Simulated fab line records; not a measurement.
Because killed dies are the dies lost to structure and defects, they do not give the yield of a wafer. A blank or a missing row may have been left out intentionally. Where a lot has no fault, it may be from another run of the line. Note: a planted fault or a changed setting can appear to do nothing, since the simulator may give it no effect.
The tool behind it: which one? | flow sky130 | Sampling: 12 lots, 36 wafers, 5 of 708 route steps

## WHAT THE GAUGES SHOWED, per wafer
SKY_SONOS_ONO_THK_MEAS_05.
lot  | measured     | on            | SONOS_ONO_CVD_04_THK (nm)
L158 | day 11 16:27 | film-metro-03 | 5.69 5.59 5.67
L159 | day 12 00:47 | film-metro-01 | 5.71 5.62 5.68
L161 | day 12 12:17 | film-metro-03 | 5.89 5.74 5.77
L162 | day 13 04:34 | film-metro-01 | 5.52 5.44 5.53
L163 | day 13 13:55 | film-metro-03 | 5.63 5.74 5.74
L167 | day 14 10:16 | film-metro-03 | 5.69 5.65 5.61
L168 | day 14 16:34 | film-metro-03 | 5.71 5.66 5.80
L169 | day 15 11:49 | film-metro-02 | 5.48 5.52 5.50
L171 | day 16 03:08 | film-metro-02 | 5.97 6.02 5.98
L177 | day 17 22:17 | film-metro-03 | 5.65 5.53 5.61
L178 | day 18 01:52 | film-metro-02 | 5.58 5.66 5.75
L181 | day 19 05:22 | film-metro-01 | 5.73 5.65 5.73

SKY_POLY_GATE_THK_MEAS_01.
lot  | measured     | on            | POLY_GATE_CVD_00_THK (nm)
L158 | day 14 00:25 | film-metro-03 | 183.2 184.5 183.4
L159 | day 14 11:02 | film-metro-03 | 180.5 182.8 180.5
L161 | day 14 23:14 | film-metro-03 | 184.4 184.3 182.5
L162 | day 15 14:56 | film-metro-03 | 180.0 180.9 179.8
L163 | day 16 00:56 | film-metro-04 | 180.3 179.4 179.0
L167 | day 17 01:46 | film-metro-04 | 179.4 180.7 180.8
L168 | day 17 06:16 | film-metro-04 | 179.2 180.3 180.9
L169 | day 18 04:34 | film-metro-03 | 179.7 178.3 178.9
L171 | day 18 19:25 | film-metro-03 | 180.2 181.2 179.5
L177 | day 20 16:55 | film-metro-03 | 182.0 182.2 182.0
L178 | day 20 19:22 | film-metro-03 | 182.0 180.8 181.1
L181 | day 21 23:45 | film-metro-02 | 178.1 180.7 178.2

SKY_LDD_P_OVL_MEAS_08.
lot  | measured     | on         | LDD_P_OVL (nm)
L158 | day 18 22:53 | overlay-02 | -1.8 -0.9 -1.2
L159 | day 19 09:48 | overlay-01 | 1.6 0.0 -0.7
L161 | day 20 04:36 | overlay-01 | 0.2 -1.7 2.7
L162 | day 20 22:23 | overlay-02 | -0.2 -0.8 -1.2
L163 | day 21 05:59 | overlay-01 | 1.5 -2.8 -0.8
L167 | day 22 07:56 | overlay-02 | 1.5 0.4 -0.4
L168 | day 22 12:24 | overlay-01 | -0.3 -0.5 1.2
L169 | day 23 10:33 | overlay-02 | 35.8 34.6 33.7
L171 | day 24 01:47 | overlay-01 | 40.0 39.1 37.8
L177 | day 25 23:00 | overlay-02 | 34.9 34.1 34.6
L178 | day 26 03:03 | overlay-02 | 0.3 1.6 -0.8
L181 | day 27 01:50 | overlay-02 | 0.2 1.6 -0.2

## WHAT TOOL EACH LOT RAN ON (gives the tool, then ch and the chambers of the sampled wafers, and finally the start)
lot  | SKY_RES_PROTECT_STRIP_07             | SKY_LDD_P_EXPOSE_04
L158 | plasma-asher-04 ch 0,1, day 15 02:25 | iline-stepper-02 ch 0, day 18 07:40
L159 | plasma-asher-02 ch 0,1, day 15 14:41 | iline-stepper-02 ch 0, day 18 19:21
L161 | plasma-asher-03 ch 0,1, day 16 03:13 | iline-stepper-02 ch 0, day 19 13:06
L162 | plasma-asher-04 ch 0,1, day 16 18:50 | iline-stepper-01 ch 0, day 20 06:46
L163 | plasma-asher-04 ch 0,1, day 17 05:01 | iline-stepper-01 ch 0, day 20 14:19
L167 | plasma-asher-02 ch 0,1, day 18 07:29 | iline-stepper-02 ch 0, day 21 17:03
L168 | plasma-asher-04 ch 0,1, day 18 11:34 | iline-stepper-01 ch 0, day 21 21:22
L169 | plasma-asher-02 ch 0, day 19 10:56   | iline-stepper-01 ch 0, day 22 19:46
L171 | plasma-asher-04 ch 0,1, day 20 02:08 | iline-stepper-01 ch 0, day 23 10:33
L177 | plasma-asher-04 ch 0,1, day 21 23:34 | iline-stepper-01 ch 0, day 25 08:13
L178 | plasma-asher-03 ch 0,1, day 22 02:04 | iline-stepper-02 ch 0, day 25 12:21
L181 | plasma-asher-04 ch 0,1, day 23 05:37 | iline-stepper-02 ch 0, day 26 11:19
- SKY_RES_PROTECT_STRIP_07: strips in O2/N2.
- SKY_LDD_P_EXPOSE_04: exposes mask PSDM, target cd 380 nm.

## WHAT THE TOOLS THEMSELVES READ (means of the sampled wafers that have a number; where no wafer has one, the mark that the record gives instead)
SKY_RES_PROTECT_STRIP_07.
lot  | tool            | drypump-motor-current-A (A) | oes-product-au (a.u.) | strip-time-to-endpoint-s (s)
L158 | plasma-asher-04 | 5.92                        | 0.517                 | 23.33
L159 | plasma-asher-02 | 6.08                        | 0.519                 | 23.24
L161 | plasma-asher-03 | 5.74                        | 0.518                 | 23.28
L162 | plasma-asher-04 | 5.81                        | 0.516                 | 23.26
L163 | plasma-asher-04 | 5.80                        | 0.520                 | 23.33
L167 | plasma-asher-02 | 6.18                        | 0.520                 | 23.30
L168 | plasma-asher-04 | 5.94                        | 0.516                 | 23.25
L169 | plasma-asher-02 | 5.99                        | 0.522                 | 23.21
L171 | plasma-asher-04 | 5.96                        | 0.519                 | 23.25
L177 | plasma-asher-04 | 5.95                        | 0.524                 | 23.29
L178 | plasma-asher-03 | 5.94                        | 0.519                 | 23.29
L181 | plasma-asher-04 | 5.81                        | 0.514                 | 23.23

## THE ANSWER, worked out from the rows above alone
Rule: the lots themselves supply what counts as usual. The widest of any qualifying gaps counts: lots, ordered by their means at a reading, are off when they make up no more than a third of the lots, leave a main group of 4 or more, and stand apart from it by 3 or more times the standard deviation of that group's means. Not used: any main group whose means are identical at the precision the tables above print for the reading. Also off: a lot with no number at a reading for which 4 or more lots have one. All remaining lots with rows at the step are treated as sound. The gauges are gone through in route order, then the tools' own readings, and for those a lot's mean is taken as printed above. The first step at which some lot is off is used, and at that step the reading that is off furthest; a lot without a number counts as furthest.
Off: L169, L171, L177, at SKY_LDD_P_OVL_MEAS_08 (LDD_P_OVL). Main group: mean -0.1 nm, sd 0.63.
If a tool, at a process step before that reading, ran all the lots that are off and no sound lot after the first of them, it fits. Those tools and the gauges at SKY_LDD_P_OVL_MEAS_08 are tried in the same way. One fits: SKY_LDD_P_EXPOSE_04 on iline-stepper-01. A fault onset in the window from L168 (day 21 21:22, its last sound lot) to L169 (day 22 19:46, its first lot off) fits.

## WHAT HAD BEEN PUT IN BY THE SIMULATOR
Scanner matching overlay: iline-stepper-01, from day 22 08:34 on, at SKY_LDD_P_EXPOSE_04. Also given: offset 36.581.
Lots struck among those shown: L169, L171, L177. The rule above reached the same finding.
